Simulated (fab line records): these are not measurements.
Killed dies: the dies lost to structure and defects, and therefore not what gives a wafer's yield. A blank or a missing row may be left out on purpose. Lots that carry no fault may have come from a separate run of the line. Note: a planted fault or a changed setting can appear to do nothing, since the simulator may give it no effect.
Chamber matching    flow gf180mcu    4 sister chambers for GF_V3_CMP_04 on cmp-01
The step polishes SiO2. 14 wafers are shown with their chamber, then 7 later ones without.

== WAFERS PAIRED WITH THEIR CHAMBERS ==
wafer   chamber  motorCurrentA (A)  timeToEndpointS (s)  slurryFilterDpKPa (kPa)
L218.1  2        14.0               87                   13.51
L218.5  1        14.1               97                   13.54
L218.6  0        13.4               98                   13.72
L219.1  2        13.6               82                   13.47
L219.2  3        13.7               86                   13.18
L219.3  1        15.0               92                   13.84
L223.2  3        13.2               81                   13.49
L223.3  2        13.7               85                   13.46
L223.5  2        13.9               83                   13.16
L226.1  0        12.9               87                   13.34
L226.4  2        14.5               82                   13.57
L226.6  0        12.3               92                   13.39
L235.2  1        15.0               88                   13.69
L235.5  0        13.3               88                   13.71

SIGNATURES, as means of the wafers listed above
reading            chamber 0  chamber 1  chamber 2  chamber 3  scatter within a chamber
motorCurrentA      12.975     14.700     13.940     13.450     0.436
timeToEndpointS    91.25      92.33      83.80      83.50      3.83
slurryFilterDpKPa  13.5400    13.6900    13.4340    13.3350    0.178
Rule: for each reading, subtract the chamber's mean from the wafer's reading, divide by that reading's scatter and square the result; add these up over the readings and take the root, which gives the wafer's distance from the chamber. The wafer belongs to the nearest chamber; if the next one is less than 2 further off, it can't be placed. The scatter: the root of (the sum of the squares of (reading less its chamber's mean) over the shown wafers, divided by (wafers less chambers)).

== WAFERS MISSING THEIR CHAMBER ==
wafer   motorCurrentA (A)  timeToEndpointS (s)  slurryFilterDpKPa (kPa)
L235.6  14.9               90                   13.39
L238.2  15.2               88                   13.27
L238.4  14.0               74                   13.63
L238.5  14.4               88                   13.23
L240.1  13.9               81                   13.37
L240.4  12.7               90                   13.59
L240.6  13.9               74                   13.40

== WHICH CHAMBER EACH WENT THROUGH ==
wafer    from the rows above                 in truth
L235.6   can't be placed: 1 or 2 or 3        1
L238.2   can't be placed: 1 or 2 or 3        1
L238.4   can't be placed: 2 or 3             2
L238.5   can't be placed: 2 or 3 or 1 or 0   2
L240.1   can't be placed: 2 or 3             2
L240.4   0                                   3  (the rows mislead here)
L240.6   can't be placed: 2 or 3             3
Correct placement for 0 of the 7. These rows do not allow placing 6 (true chamber among the candidates in 6). Wrongly placed: 1.
